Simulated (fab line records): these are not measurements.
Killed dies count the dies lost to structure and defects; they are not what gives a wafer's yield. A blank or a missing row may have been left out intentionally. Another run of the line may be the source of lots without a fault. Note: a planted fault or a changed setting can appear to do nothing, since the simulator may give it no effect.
Split-lot experiment	flow gf180mcu	on a route of 602 steps: 5 lots, 23 wafers read

== ON THE SPLIT ==
At GF_V4_CVD_00 (deposits SiO2, target thk 600 nm, time 100 s), the setting sih4 flow sccm was moved away from the recipe's 60 sccm on 9 of the 23 wafers read, by -13.3% to +10.3%. All remaining wafers had this setting at the recipe value.

Split to reading: the file shows no intervening step.

== THE READING ==
V4_CVD_00_THK, in nm, at GF_V4_THK_MEAS_01. Fault-free wafers of this fab line usually give 603 nm, standard deviation 5.8 nm.

wafer	tool, chamber at the split	sih4 flow sccm as run, sccm	against the recipe	V4_CVD_00_THK, nm	against lot-mates on the recipe
L075.2	hdpcvd-02, 2	60	recipe	594	-
L075.3	hdpcvd-02, 1	60	recipe	596	-
L075.4	hdpcvd-02, 0	60	recipe	603	-
L077.1	hdpcvd-02, 0	66.16	+10.3%	668	+65
L077.2	hdpcvd-02, 1	60	recipe	605	-
L077.3	hdpcvd-02, 2	66.16	+10.3%	656	+53
L077.4	hdpcvd-02, 1	60	recipe	603	-
L077.6	hdpcvd-02, 0	60	recipe	602	-
L080.2	hdpcvd-02, 1	65.39	+9.0%	660	+50
L080.3	hdpcvd-02, 0	65.39	+9.0%	667	+57
L080.4	hdpcvd-02, 0	65.39	+9.0%	657	+47
L080.5	hdpcvd-02, 1	60	recipe	613	-
L080.6	hdpcvd-02, 2	60	recipe	607	-
L081.1	hdpcvd-02, 0	52	-13.3%	523	-84
L081.2	hdpcvd-02, 1	52	-13.3%	528	-79
L081.3	hdpcvd-02, 2	60	recipe	608	-
L081.5	hdpcvd-02, 2	60	recipe	609	-
L081.6	hdpcvd-02, 0	60	recipe	604	-
L082.2	hdpcvd-02, 2	64.89	+8.1%	660	+58
L082.3	hdpcvd-02, 0	60	recipe	600	-
L082.4	hdpcvd-02, 0	64.89	+8.1%	650	+48
L082.5	hdpcvd-02, 1	60	recipe	605	-
L082.6	hdpcvd-02, 2	60	recipe	602	-

FIT RESULTS
A straight line over all 23 wafers: V4_CVD_00_THK changes by +6 nm for each +1% of sih4 flow sccm; r = +0.99; the points scatter about the line by 5.3 nm.
The same after taking each lot's own level away (the mean of its wafers on the recipe; 23 wafers): +5.98 nm for each +1%; r = +0.99; scatter 4.1 nm.
On that fit, the largest move of sih4 flow sccm shifts the reading by 80 nm.
The span of the lots' own levels, 597.7 to 610.0 nm, comes to 2.1 times the standard deviation stated above.
Consequently the slope shifts little with the lot-to-lot level, the two slopes agreeing.
Check: with one of the wafers moved furthest among these (-13.3%) left out of the fit, the line predicts -78.5 nm for it against its lot-mates. Against them it came out at -84 nm.

== FURTHER SPLITS ON THESE WAFERS ==
Note: prior to the reading, these wafers also went through further splits. Each is held against what the fit with the lots' levels taken away leaves over:
other split on the same wafers	wafers away from the commonest value	r with V4_CVD_00_THK (lot level and that fit taken away)
GF_V3_CVD_02 time s	9	+0.22
GF_V3_CVD_23 temp c	7	+0.38
GF_M4_METAL_ETCH_16 time s	5	+0.30

== THE WHOLE CHAIN: every reading that the file lists as answering this split, in the file's order ==
step	what it does	reading	change (the file's fit)	r (the file's)
GF_V4_CVD_00	deposits SiO2, target thk 600 nm, time 100 s	SiO2_of_V4_CVD_00.thk nm (the simulator's own value, which no gauge read)	+6.01 nm for each +1% of the setting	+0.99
GF_V4_THK_MEAS_01		V4_CVD_00_THK	+6 for each +1% of the setting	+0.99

== THE FILE'S OWN FIT ==
V4_CVD_00_THK changes by +6 nm for each +1% of sih4 flow sccm, r = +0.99.
